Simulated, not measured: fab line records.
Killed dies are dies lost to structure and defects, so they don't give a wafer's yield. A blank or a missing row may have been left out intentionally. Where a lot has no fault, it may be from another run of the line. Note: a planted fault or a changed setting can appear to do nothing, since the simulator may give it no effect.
Which tool is to blame? :: flow gf180mcu :: 13 lots with 39 wafers sampled at 5 steps, on a route of 602 steps

## WHAT EACH GAUGE READ, for each wafer
GF_HV_LDD_OVL_MEAS_32.
lot: L798
measured: day 11 14:36
on: overlay-01
HV_LDD_02_OVL (nm): -2.7 0.0 -0.2

lot: L799
measured: day 11 20:53
on: overlay-02
HV_LDD_02_OVL (nm): -4.6 -3.8 -4.5

lot: L801
measured: day 12 08:25
on: overlay-01
HV_LDD_02_OVL (nm): -0.1 -2.0 0.3

lot: L806
measured: day 13 22:13
on: overlay-02
HV_LDD_02_OVL (nm): -0.8 -0.9 -0.8

lot: L807
measured: day 14 06:17
on: overlay-02
HV_LDD_02_OVL (nm): -2.0 -1.0 -2.8

lot: L811
measured: day 15 11:11
on: overlay-02
HV_LDD_02_OVL (nm): -1.8 -1.9 -1.6

lot: L813
measured: day 16 16:05
on: overlay-02
HV_LDD_02_OVL (nm): -0.1 -2.8 -2.1

lot: L814
measured: day 16 18:18
on: overlay-01
HV_LDD_02_OVL (nm): -1.9 -3.4 -2.7

lot: L816
measured: day 17 13:51
on: overlay-02
HV_LDD_02_OVL (nm): -0.9 -0.6 -0.6

lot: L817
measured: day 18 05:18
on: overlay-01
HV_LDD_02_OVL (nm): -1.8 0.0 -0.5

lot: L819
measured: day 18 07:27
on: overlay-02
HV_LDD_02_OVL (nm): 1.0 0.5 0.6

lot: L818
measured: day 18 07:47
on: overlay-01
HV_LDD_02_OVL (nm): -1.3 -0.5 -2.2

lot: L821
measured: day 19 06:23
on: overlay-01
HV_LDD_02_OVL (nm): -1.1 -0.3 -1.4

GF_HV_LDD_CD_MEAS_46 targets a cd of 400 nm.
lot: L798
measured: day 12 09:37
on: cdSem-02
cdNm (nm): 399.1 400.7 401.7

lot: L799
measured: day 12 16:31
on: cdSem-01
cdNm (nm): 402.3 401.3 399.7

lot: L801
measured: day 13 04:20
on: cdSem-01
cdNm (nm): 402.1 403.8 402.7

lot: L806
measured: day 14 20:08
on: cdSem-02
cdNm (nm): 398.6 397.3 397.6

lot: L807
measured: day 15 04:14
on: cdSem-02
cdNm (nm): - - -

lot: L811
measured: day 16 09:28
on: cdSem-01
cdNm (nm): 399.2 400.9 401.9

lot: L813
measured: day 17 15:43
on: cdSem-02
cdNm (nm): 398.4 398.1 400.3

lot: L814
measured: day 17 18:21
on: cdSem-02
cdNm (nm): 398.7 399.6 398.6

lot: L816
measured: day 18 18:35
on: cdSem-02
cdNm (nm): 400.0 399.4 397.4

lot: L817
measured: day 19 06:34
on: cdSem-01
cdNm (nm): 400.3 400.5 399.9

lot: L819
measured: day 19 08:49
on: cdSem-01
cdNm (nm): 397.2 399.6 398.4

lot: L818
measured: day 19 09:10
on: cdSem-02
cdNm (nm): 403.5 402.1 400.3

lot: L821
measured: day 20 06:35
on: cdSem-02
cdNm (nm): 399.3 399.1 397.9

GF_HV_LDD_TW_MEAS_50.
lot: L798
measured: day 12 10:00
on: filmMetro-01
HV_LDD_4_TW: 566 570 567

lot: L799
measured: day 12 16:55
on: filmMetro-01
HV_LDD_4_TW: 572 572 571

lot: L801
measured: day 13 04:44
on: filmMetro-01
HV_LDD_4_TW: 567 566 570

lot: L806
measured: day 14 20:31
on: filmMetro-02
HV_LDD_4_TW: 566 565 567

lot: L807
measured: day 15 04:38
on: filmMetro-03
HV_LDD_4_TW: 29 29 30

lot: L811
measured: day 16 09:52
on: filmMetro-01
HV_LDD_4_TW: 573 575 575

lot: L813
measured: day 17 16:07
on: filmMetro-02
HV_LDD_4_TW: 569 568 568

lot: L814
measured: day 17 18:44
on: filmMetro-02
HV_LDD_4_TW: 565 565 569

lot: L816
measured: day 18 18:58
on: filmMetro-01
HV_LDD_4_TW: 579 578 581

lot: L817
measured: day 19 06:58
on: filmMetro-01
HV_LDD_4_TW: 577 576 574

lot: L819
measured: day 19 09:13
on: filmMetro-03
HV_LDD_4_TW: 562 560 562

lot: L818
measured: day 19 09:34
on: filmMetro-02
HV_LDD_4_TW: 565 566 567

lot: L821
measured: day 20 06:59
on: filmMetro-01
HV_LDD_4_TW: 576 573 573

## EACH LOT AND THE TOOL THAT RAN IT (in order: tool; ch and the chambers of the sampled wafers; start)
lot: L798
GF_HV_LDD_STRIP_22: plasmaAsher-03 ch 0,1, day 10 20:28
GF_HV_LDD_EXPOSE_43: ilineStepper-01 ch 0, day 12 00:17

lot: L799
GF_HV_LDD_STRIP_22: plasmaAsher-01 ch 0, day 11 02:46
GF_HV_LDD_EXPOSE_43: ilineStepper-02 ch 0, day 12 07:10

lot: L801
GF_HV_LDD_STRIP_22: plasmaAsher-02 ch 0,1, day 11 13:50
GF_HV_LDD_EXPOSE_43: ilineStepper-02 ch 0, day 12 19:24

lot: L806
GF_HV_LDD_STRIP_22: plasmaAsher-03 ch 0,1, day 13 02:44
GF_HV_LDD_EXPOSE_43: ilineStepper-02 ch 0, day 14 09:52

lot: L807
GF_HV_LDD_STRIP_22: plasmaAsher-01 ch 0,1, day 13 09:37
GF_HV_LDD_EXPOSE_43: ilineStepper-02 ch 0, day 14 17:34

lot: L811
GF_HV_LDD_STRIP_22: plasmaAsher-01 ch 0,1, day 14 14:10
GF_HV_LDD_EXPOSE_43: ilineStepper-01 ch 0, day 15 22:25

lot: L813
GF_HV_LDD_STRIP_22: plasmaAsher-02 ch 0,1, day 15 17:17
GF_HV_LDD_EXPOSE_43: ilineStepper-01 ch 0, day 17 04:38

lot: L814
GF_HV_LDD_STRIP_22: plasmaAsher-02 ch 0,1, day 15 19:34
GF_HV_LDD_EXPOSE_43: ilineStepper-01 ch 0, day 17 06:45

lot: L816
GF_HV_LDD_STRIP_22: plasmaAsher-01 ch 0,1, day 16 14:07
GF_HV_LDD_EXPOSE_43: ilineStepper-02 ch 0, day 18 06:07

lot: L817
GF_HV_LDD_STRIP_22: plasmaAsher-03 ch 0,1, day 17 07:08
GF_HV_LDD_EXPOSE_43: ilineStepper-02 ch 0, day 18 18:46

lot: L819
GF_HV_LDD_STRIP_22: plasmaAsher-02 ch 0,1, day 17 09:40
GF_HV_LDD_EXPOSE_43: ilineStepper-02 ch 0, day 18 20:49

lot: L818
GF_HV_LDD_STRIP_22: plasmaAsher-02 ch 0,1, day 17 10:28
GF_HV_LDD_EXPOSE_43: ilineStepper-01 ch 0, day 18 21:31

lot: L821
GF_HV_LDD_STRIP_22: plasmaAsher-01 ch 0,1, day 18 05:47
GF_HV_LDD_EXPOSE_43: ilineStepper-02 ch 0, day 19 19:53
- GF_HV_LDD_STRIP_22: strips in O2/N2.
- GF_HV_LDD_EXPOSE_43: exposes mask Pplus HV AREA, target cd 400 nm.

## AS READ BY THE TOOLS THEMSELVES (means over the sampled wafers that have a number; for cases with no such wafer, the mark the record gives instead)
GF_HV_LDD_STRIP_22.
lot: L798
tool: plasmaAsher-03
drypumpMotorCurrentA (A): 5.76
heaterPowerW (W): 381
oesProductAu (a.u.): 0.716
stripTimeToEndpointS (s): 12.64

lot: L799
tool: plasmaAsher-01
drypumpMotorCurrentA (A): 5.65
heaterPowerW (W): 293
oesProductAu (a.u.): 0.714
stripTimeToEndpointS (s): 12.65

lot: L801
tool: plasmaAsher-02
drypumpMotorCurrentA (A): 5.65
heaterPowerW (W): 316
oesProductAu (a.u.): 0.712
stripTimeToEndpointS (s): 12.65

lot: L806
tool: plasmaAsher-03
drypumpMotorCurrentA (A): 5.84
heaterPowerW (W): 385
oesProductAu (a.u.): 0.714
stripTimeToEndpointS (s): 12.62

lot: L807
tool: plasmaAsher-01
drypumpMotorCurrentA (A): 5.68
heaterPowerW (W): 318
oesProductAu (a.u.): 0.713
stripTimeToEndpointS (s): 12.61

lot: L811
tool: plasmaAsher-01
drypumpMotorCurrentA (A): 5.69
heaterPowerW (W): 317
oesProductAu (a.u.): 0.712
stripTimeToEndpointS (s): 12.73

lot: L813
tool: plasmaAsher-02
drypumpMotorCurrentA (A): 5.74
heaterPowerW (W): 305
oesProductAu (a.u.): 0.717
stripTimeToEndpointS (s): 12.63

lot: L814
tool: plasmaAsher-02
drypumpMotorCurrentA (A): 5.74
heaterPowerW (W): 306
oesProductAu (a.u.): 0.713
stripTimeToEndpointS (s): 12.57

lot: L816
tool: plasmaAsher-01
drypumpMotorCurrentA (A): 5.71
heaterPowerW (W): 333
oesProductAu (a.u.): 0.711
stripTimeToEndpointS (s): 12.67

lot: L817
tool: plasmaAsher-03
drypumpMotorCurrentA (A): 5.83
heaterPowerW (W): 379
oesProductAu (a.u.): 0.722
stripTimeToEndpointS (s): 12.64

lot: L819
tool: plasmaAsher-02
drypumpMotorCurrentA (A): 5.75
heaterPowerW (W): 311
oesProductAu (a.u.): 0.715
stripTimeToEndpointS (s): 12.63

lot: L818
tool: plasmaAsher-02
drypumpMotorCurrentA (A): 5.74
heaterPowerW (W): 304
oesProductAu (a.u.): 0.712
stripTimeToEndpointS (s): 12.70

lot: L821
tool: plasmaAsher-01
drypumpMotorCurrentA (A): 5.69
heaterPowerW (W): 339
oesProductAu (a.u.): 0.713
stripTimeToEndpointS (s): 12.61

GF_HV_LDD_EXPOSE_43.
lot: L798
tool: ilineStepper-01
exposureDoseMJCm2: 140.11

lot: L799
tool: ilineStepper-02
exposureDoseMJCm2: 140.21

lot: L801
tool: ilineStepper-02
exposureDoseMJCm2: 140.04

lot: L806
tool: ilineStepper-02
exposureDoseMJCm2: 139.93

lot: L807
tool: ilineStepper-02
exposureDoseMJCm2: 139.96

lot: L811
tool: ilineStepper-01
exposureDoseMJCm2: 140.23

lot: L813
tool: ilineStepper-01
exposureDoseMJCm2: 140.19

lot: L814
tool: ilineStepper-01
exposureDoseMJCm2: 140.02

lot: L816
tool: ilineStepper-02
exposureDoseMJCm2: 139.98

lot: L817
tool: ilineStepper-02
exposureDoseMJCm2: 139.96

lot: L819
tool: ilineStepper-02
exposureDoseMJCm2: 139.89

lot: L818
tool: ilineStepper-01
exposureDoseMJCm2: 140.16

lot: L821
tool: ilineStepper-02
exposureDoseMJCm2: 139.99

## THE ANSWER, worked out from the rows above alone
Rule: what is usual is taken from the lots themselves. The widest of any qualifying gaps counts: lots, ordered by their means at a reading, are off when they make up no more than a third of the lots, leave a main group of 4 or more, and stand apart from it by 3 or more times the standard deviation of that group's means. If all means in a main group match to the digits the tables above print for the reading, that group is not used. Also off: a lot with no number at a reading for which 4 or more lots have one. Any other lot the step has rows for is counted as sound. The gauges are gone through in route order, then the tools' own readings, and for those a lot's mean is taken as printed above. The first step at which some lot is off is used, and at that step the reading that is off furthest; a lot without a number counts as furthest.
Off: L807, at GF_HV_LDD_CD_MEAS_46 (cdNm). Without a number there: L807. Main group: mean 399.9 nm, sd 1.5.
If a tool, at a process step before that reading, ran all the lots that are off and no sound lot after the first of them, it fits. The gauges at GF_HV_LDD_CD_MEAS_46 aren't tried: what is off there is off at GF_HV_LDD_TW_MEAS_50 too, on other tools, and a gauge's error can't cause that. None of those tried fits.

## WHAT THE SIMULATOR HAD INSERTED
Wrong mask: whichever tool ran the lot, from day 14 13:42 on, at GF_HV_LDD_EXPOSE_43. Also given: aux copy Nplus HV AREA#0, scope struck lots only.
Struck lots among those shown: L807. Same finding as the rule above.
